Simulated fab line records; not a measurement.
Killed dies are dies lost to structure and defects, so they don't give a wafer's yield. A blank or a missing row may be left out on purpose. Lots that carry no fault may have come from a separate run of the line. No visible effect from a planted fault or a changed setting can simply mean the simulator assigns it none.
Tool commonality check | flow sky130 | Sample size 12 lots and 36 wafers

== REASON IT WAS OPENED ==
At SKY_VT_ADJUST_NCORE_TW_MEAS_11 the reading VT_ADJUST_NCORE_TW is flagged on 4 of 12 lots. No-fault wafers: 217.3, standard deviation 1.9.
Rule: flag the lot when none of its wafers has a number, or when each of its wafers that has one lies beyond 4 standard deviations from that mean. The rest of the lots are taken to be sound.

lot  | measured     | on            | VT_ADJUST_NCORE_TW, wafer by wafer | flag
L755 | day 8 13:13  | film-metro-03 | 221.3 219.7 219.5                  |
L756 | day 8 22:04  | film-metro-01 | 215.5 216.5 217.9                  |
L757 | day 9 07:30  | film-metro-02 | 215.1 213.2 214.2                  |
L758 | day 9 11:59  | film-metro-03 | 220.5 220.1 218.9                  |
L759 | day 9 16:08  | film-metro-02 | 215.2 214.4 214.0                  |
L760 | day 10 01:08 | film-metro-02 | 215.9 215.5 216.8                  |
L761 | day 10 04:21 | film-metro-02 | 216.2 215.6 217.3                  |
L762 | day 10 15:35 | film-metro-01 | 218.5 218.6 219.2                  |
L763 | day 11 00:08 | film-metro-02 | 313.8 313.4 311.5                  | FLAGGED
L764 | day 11 03:04 | film-metro-02 | 314.8 313.7 315.1                  | FLAGGED
L765 | day 11 05:56 | film-metro-03 | 318.2 318.3 318.6                  | FLAGGED
L766 | day 11 19:35 | film-metro-02 | 312.6 311.5 312.7                  | FLAGGED
The mean of the flagged lots' numbers is 314.5, +97.2 from the usual (+51 standard deviations).

== LOT BY LOT: THE TOOL USED ==
Before the reading, the record contains 2 process steps out of a 708-step route. Cell contents, in order: the tool; ch with the chambers the sampled wafers went through; the start.
lot  | flag    | SKY_VT_ADJUST_NCORE_IMPLANT_09  | SKY_VT_ADJUST_NCORE_STRIP_10
L755 |         | implanter-04 ch 0, day 8 13:01  | plasma-asher-01 ch 0,1, day 8 13:07
L756 |         | implanter-01 ch 0, day 8 21:52  | plasma-asher-01 ch 0,1, day 8 21:58
L757 |         | implanter-04 ch 0, day 9 07:17  | plasma-asher-03 ch 0,1, day 9 07:25
L758 |         | implanter-01 ch 0, day 9 11:44  | plasma-asher-02 ch 0,1, day 9 11:53
L759 |         | implanter-01 ch 0, day 9 15:53  | plasma-asher-02 ch 0,1, day 9 16:02
L760 |         | implanter-01 ch 0, day 10 00:55 | plasma-asher-02 ch 0, day 10 01:02
L761 |         | implanter-02 ch 0, day 10 04:08 | plasma-asher-01 ch 0,1, day 10 04:16
L762 |         | implanter-02 ch 0, day 10 15:20 | plasma-asher-01 ch 0,1, day 10 15:29
L763 | FLAGGED | implanter-01 ch 0, day 10 23:53 | plasma-asher-02 ch 0,1, day 11 00:02
L764 | FLAGGED | implanter-02 ch 0, day 11 02:50 | plasma-asher-01 ch 1, day 11 02:58
L765 | FLAGGED | implanter-02 ch 0, day 11 05:41 | plasma-asher-02 ch 0,1, day 11 05:50
L766 | FLAGGED | implanter-04 ch 0, day 11 19:20 | plasma-asher-03 ch 0,1, day 11 19:29
What these steps do:
- SKY_VT_ADJUST_NCORE_IMPLANT_09
- SKY_VT_ADJUST_NCORE_STRIP_10: strips in O2/N2.
- SKY_VT_ADJUST_NCORE_TW_MEAS_11

== FLAGGED AGAINST TOTAL, ONE TOOL AT A TIME (gauges that did the reading follow at the end) ==
step                           | tool            | lots run | flagged | share of the flagged lots | sound lots run after its first flagged lot
SKY_VT_ADJUST_NCORE_IMPLANT_09 | implanter-01    | 5        | 1       | some                      | 0
SKY_VT_ADJUST_NCORE_IMPLANT_09 | implanter-02    | 4        | 2       | some                      | 0
SKY_VT_ADJUST_NCORE_IMPLANT_09 | implanter-04    | 3        | 1       | some                      | 0
SKY_VT_ADJUST_NCORE_STRIP_10   | plasma-asher-01 | 5        | 1       | some                      | 0
SKY_VT_ADJUST_NCORE_STRIP_10   | plasma-asher-02 | 5        | 2       | some                      | 0
SKY_VT_ADJUST_NCORE_STRIP_10   | plasma-asher-03 | 2        | 1       | some                      | 0
SKY_VT_ADJUST_NCORE_TW_MEAS_11 | film-metro-01   | 2        | 0       | none                      | -
SKY_VT_ADJUST_NCORE_TW_MEAS_11 | film-metro-02   | 7        | 3       | some                      | 0
SKY_VT_ADJUST_NCORE_TW_MEAS_11 | film-metro-03   | 3        | 1       | some                      | 0

== THE TABLE: WHAT IT ALLOWS ==
No row of the table ran every flagged lot.

== WHAT THE SIMULATOR HAD PUT IN ==
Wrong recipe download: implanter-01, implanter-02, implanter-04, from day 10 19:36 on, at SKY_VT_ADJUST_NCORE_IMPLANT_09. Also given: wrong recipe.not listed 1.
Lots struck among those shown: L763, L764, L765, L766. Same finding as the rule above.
